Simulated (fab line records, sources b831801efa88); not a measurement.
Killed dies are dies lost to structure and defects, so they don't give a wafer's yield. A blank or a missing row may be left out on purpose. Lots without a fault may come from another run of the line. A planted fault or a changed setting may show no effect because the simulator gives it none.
One fault seen from 2 desks | flow sky130 | each desk has only its own numbers; what lay behind them comes last

THE TOOL OWNER'S DESK: hdpcvd-02
The tool's own readings at SKY_VIA1_HDPCVD_00 (deposits SiO2, target thk 1030 nm, time 171.7 s): means of the sampled wafers that have a number, for each lot that ran on this tool. A lot is out of limits, marked OUT, if its mean lies more than 4 standard deviations from the usual mean; the brackets give that distance.
Columns: A = sih4_flow_sccm at SKY_VIA1_HDPCVD_00, usual 59.97 sccm
lot  | first seen here | A
L921 | day 33 04:12    | 59.91
L923 | day 34 03:40    | 60.05
L924 | day 34 06:04    | 60.14
L927 | day 35 07:50    | 59.89
L936 | day 37 17:52    | 47.85 (-61) OUT
L938 | day 38 10:20    | 47.99 (-60) OUT
This desk's finding: out of limits on L936, L938; first on L936, day 37 17:52 (sih4_flow_sccm at SKY_VIA1_HDPCVD_00). In limits: L921, L923, L924, L927.

THE METROLOGY DESK
What the gauges read, lot by lot, whatever tool the lot ran on: means of the sampled wafers that have a number. A lot is out of limits, marked OUT, if its mean lies more than 4 standard deviations from the usual mean; the brackets give that distance.
Columns: A = VIA1_HDPCVD_THK at SKY_VIA1_THK_MEAS_01, usual 1029 nm; B = VIA1_BOW at SKY_VIA1_BOW_MEAS_03, usual 78 um
lot  | first seen here | A             | B
L921 | day 33 04:20    | 1039          | 74
L922 | day 33 10:50    | 1030          | 79
L923 | day 34 03:47    | 1047          | 75
L924 | day 34 06:11    | 1028          | 76
L926 | day 35 02:58    | 1015          | 83
L928 | day 35 06:46    | 1023          | 81
L927 | day 35 07:58    | 1039          | 77
L929 | day 35 21:43    | 1021          | 81
L934 | day 37 09:33    | 1015          | 75
L936 | day 37 17:59    | 825 (-17) OUT | 85
L938 | day 38 10:28    | 829 (-17) OUT | 78
L941 | day 39 14:43    | 1032          | 75
This desk's finding: out of limits on L936, L938; first on L936, day 37 17:59 (VIA1_HDPCVD_THK at SKY_VIA1_THK_MEAS_01). In limits: L921, L922, L923, L924, L926, L928, L927, L929, L934, L941.

PUT TOGETHER
The tool owner's desk could have raised an alarm at day 37 17:52, on L936, L938.
The metrology desk could have raised an alarm at day 37 17:59, on L936, L938.
Of the lots named, all ran SKY_VIA1_HDPCVD_00 on hdpcvd-02.

WHAT THE SIMULATOR HAD PUT IN
Process parameter drift: hdpcvd-02, from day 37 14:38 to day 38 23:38, at SKY_VIA1_HDPCVD_00. Setting sih4_flow_sccm, moved by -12, from 60. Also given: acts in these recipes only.
Lots struck among those shown: L936, L938.
Hours from the fault's start to each desk's first reading out of limits: the tool owner's desk, 3; the metrology desk, 3.
